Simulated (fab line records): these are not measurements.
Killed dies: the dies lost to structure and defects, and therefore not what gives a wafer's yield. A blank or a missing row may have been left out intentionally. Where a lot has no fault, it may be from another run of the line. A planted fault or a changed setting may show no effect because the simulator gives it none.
Which of the tools did it? :: flow sky130 :: 13 lots with 39 wafers sampled at 3 steps, on a route of 708 steps

== WHAT EACH GAUGE READ, for each wafer ==
SKY_SD_N_TW_MEAS_12. Usual: SD_N_TW typically reads 4000, with standard deviation 23.
lot: L818
measured: day 27 18:07
on: film-metro-01
SD_N_TW: 4067 4042 4047
flag: 

lot: L819
measured: day 28 02:29
on: film-metro-01
SD_N_TW: 4013 4013 4016
flag: 

lot: L820
measured: day 28 11:49
on: film-metro-01
SD_N_TW: 4014 4005 4003
flag: 

lot: L821
measured: day 29 03:22
on: film-metro-01
SD_N_TW: 4013 4023 4019
flag: 

lot: L822
measured: day 29 16:36
on: film-metro-03
SD_N_TW: 4008 3972 4004
flag: 

lot: L824
measured: day 30 04:52
on: film-metro-03
SD_N_TW: 3990 3957 3955
flag: 

lot: L826
measured: day 30 21:05
on: film-metro-03
SD_N_TW: 3946 3969 3980
flag: 

lot: L829
measured: day 31 18:52
on: film-metro-04
SD_N_TW: 3981 3991 3992
flag: 

lot: L830
measured: day 32 14:54
on: film-metro-01
SD_N_TW: 3998 3995 3991
flag: 

lot: L837
measured: day 34 06:17
on: film-metro-04
SD_N_TW: 3990 4009 3984
flag: 

lot: L839
measured: day 34 22:07
on: film-metro-03
SD_N_TW: 4045 4038 4026
flag: 

lot: L840
measured: day 35 05:25
on: film-metro-03
SD_N_TW: 4025 4008 4026
flag: 

lot: L841
measured: day 35 08:06
on: film-metro-01
SD_N_TW: 3991 3994 4017
flag: 

SKY_LI_CONTACT_CD_MEAS_12 targets a cd of 170 nm. Usual: cd-nm reads 170.3 nm (standard deviation 1.3).
lot: L818
measured: day 29 00:18
on: cd-sem-02
cd-nm (nm): 169.1 171.2 170.6
flag: 

lot: L819
measured: day 29 08:44
on: cd-sem-01
cd-nm (nm): 168.9 170.8 170.2
flag: 

lot: L820
measured: day 29 17:25
on: cd-sem-02
cd-nm (nm): 171.4 170.7 170.6
flag: 

lot: L821
measured: day 30 09:11
on: cd-sem-02
cd-nm (nm): 171.1 170.3 170.1
flag: 

lot: L822
measured: day 30 21:00
on: cd-sem-01
cd-nm (nm): 168.2 167.8 168.3
flag: 

lot: L824
measured: day 31 09:30
on: cd-sem-02
cd-nm (nm): 170.9 170.5 171.0
flag: 

lot: L826
measured: day 32 01:05
on: cd-sem-02
cd-nm (nm): 170.3 168.9 170.9
flag: 

lot: L829
measured: day 33 00:20
on: cd-sem-01
cd-nm (nm): 168.9 170.4 170.4
flag: 

lot: L830
measured: day 33 18:21
on: cd-sem-02
cd-nm (nm): 170.4 171.1 170.0
flag: 

lot: L837
measured: day 35 10:32
on: cd-sem-02
cd-nm (nm): 171.7 170.8 171.9
flag: 

lot: L839
measured: day 36 02:29
on: cd-sem-02
cd-nm (nm): 169.0 170.8 170.0
flag: 

lot: L840
measured: day 36 09:07
on: cd-sem-01
cd-nm (nm): 169.5 169.5 170.8
flag: 

lot: L841
measured: day 36 11:54
on: cd-sem-01
cd-nm (nm): 171.7 172.3 173.1
flag: 

SKY_LOCAL_INTERCONNECT_OVL_MEAS_12. Usual: LOCAL_INTERCONNECT_OVL typically reads 1 nm, with standard deviation 4.8.
lot: L818
measured: day 30 06:43
on: overlay-01
LOCAL_INTERCONNECT_OVL (nm): -7 -3 -3
flag: 

lot: L819
measured: day 30 14:32
on: overlay-01
LOCAL_INTERCONNECT_OVL (nm): 0 6 -2
flag: 

lot: L820
measured: day 30 22:23
on: overlay-02
LOCAL_INTERCONNECT_OVL (nm): 0 -2 -6
flag: 

lot: L821
measured: day 31 14:51
on: overlay-01
LOCAL_INTERCONNECT_OVL (nm): -3 -10 -4
flag: 

lot: L822
measured: day 32 02:49
on: overlay-01
LOCAL_INTERCONNECT_OVL (nm): -1 1 5
flag: 

lot: L824
measured: day 32 14:20
on: overlay-01
LOCAL_INTERCONNECT_OVL (nm): -2 -6 -10
flag: 

lot: L826
measured: day 33 05:53
on: overlay-02
LOCAL_INTERCONNECT_OVL (nm): 7 2 -2
flag: 

lot: L829
measured: day 34 05:15
on: overlay-02
LOCAL_INTERCONNECT_OVL (nm): -3 1 2
flag: 

lot: L830
measured: day 34 21:50
on: overlay-02
LOCAL_INTERCONNECT_OVL (nm): 3 -1 1
flag: 

lot: L837
measured: day 36 14:35
on: overlay-01
LOCAL_INTERCONNECT_OVL (nm): 2 1 0
flag: 

lot: L839
measured: day 37 05:47
on: overlay-01
LOCAL_INTERCONNECT_OVL (nm): -4 3 -1
flag: 

lot: L840
measured: day 37 12:32
on: overlay-02
LOCAL_INTERCONNECT_OVL (nm): -6 2 2
flag: 

lot: L841
measured: day 37 15:29
on: overlay-01
LOCAL_INTERCONNECT_OVL (nm): 1 -5 -3
flag: 

== EACH LOT AND THE TOOL THAT RAN IT (in order: tool; ch and the chambers of the sampled wafers; start) ==
Before these readings, the record contains no process step.

== AS READ BY THE TOOLS THEMSELVES (means over the sampled wafers that have a number; for cases with no such wafer, the mark the record gives instead) ==
The record holds no such reading with a usual standard deviation.

== THE ANSWER, worked out from the rows above alone ==
Rule: lot off if the mean of its wafers having a number is beyond 3 standard deviations from the usual mean. A lot without any number at a reading at which 4 lots or more have one is off too. Where the step has rows for the other lots, those lots are counted as sound. After the gauges, taken in route order, come the tools' own readings; for these a lot's mean is taken, as printed above. At the first step where some lot is off, the reading lying furthest off is the one used; lots without a number count as furthest.
Across all readings shown, no lot is off: no conclusion can be drawn from this.

== WHAT THE SIMULATOR HAD PUT IN ==
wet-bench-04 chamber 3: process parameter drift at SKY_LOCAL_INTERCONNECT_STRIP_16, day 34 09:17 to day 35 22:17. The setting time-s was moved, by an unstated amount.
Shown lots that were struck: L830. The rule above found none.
